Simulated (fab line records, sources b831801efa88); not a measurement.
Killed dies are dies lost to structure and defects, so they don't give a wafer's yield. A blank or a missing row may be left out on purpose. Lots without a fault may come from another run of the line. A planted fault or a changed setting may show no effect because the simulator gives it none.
Chamber matching | flow gf180mcu | GF_V4_ETCH_16 on rie_diel-04: 4 sister chambers
The step etches BARC in N2/H2. 8 wafers are shown with their chamber, then 8 later ones without.

WAFERS WITH THEIR CHAMBER
wafer  | chamber | drypump_motor_current_A (A) | oes_product_au (a.u.)
L082.6 | 3       | 6.0                         | 0.857
L085.2 | 3       | 5.9                         | 0.848
L085.5 | 2       | 5.4                         | 0.861
L086.4 | 0       | 5.6                         | 0.850
L088.1 | 1       | 5.9                         | 0.865
L088.4 | 0       | 5.6                         | 0.851
L088.6 | 2       | 5.4                         | 0.854
L091.2 | 1       | 6.0                         | 0.851

WAFERS WITHOUT THEIR CHAMBER
wafer  | drypump_motor_current_A (A) | oes_product_au (a.u.)
L091.4 | 5.9                         | 0.851
L091.6 | 5.4                         | 0.847
L093.3 | 6.0                         | 0.852
L093.4 | 5.9                         | 0.855
L093.6 | 5.4                         | 0.849
L096.4 | 5.4                         | 0.856
L096.5 | 5.9                         | 0.861
L096.6 | 5.6                         | 0.851

WHICH CHAMBER EACH WENT THROUGH
wafer  | from the rows above     | in truth
L091.4 | can't be placed: 3 or 1 | 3
L091.6 | 2                       | 2
L093.3 | can't be placed: 3 or 1 | 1
L093.4 | can't be placed: 3 or 1 | 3
L093.6 | 2                       | 2
L096.4 | 2                       | 2
L096.5 | can't be placed: 1 or 3 | 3
L096.6 | 0                       | 0
Placed correctly: 4 of 8. Can't be placed from these rows: 4 (the true chamber is among the candidates in 4). Placed wrongly: 0.
How it was worked out, from the rows above alone: a wafer's distance from a chamber is the root of the sum, over the readings, of the square of ((its reading less the chamber's mean) divided by the reading's scatter). The wafer belongs to the nearest chamber; if the next one is less than 2 further off, it can't be placed. A chamber's mean is the mean of its shown wafers. The scatter: the root of (the sum of the squares of (reading less its chamber's mean) over the shown wafers, divided by (wafers less chambers)).
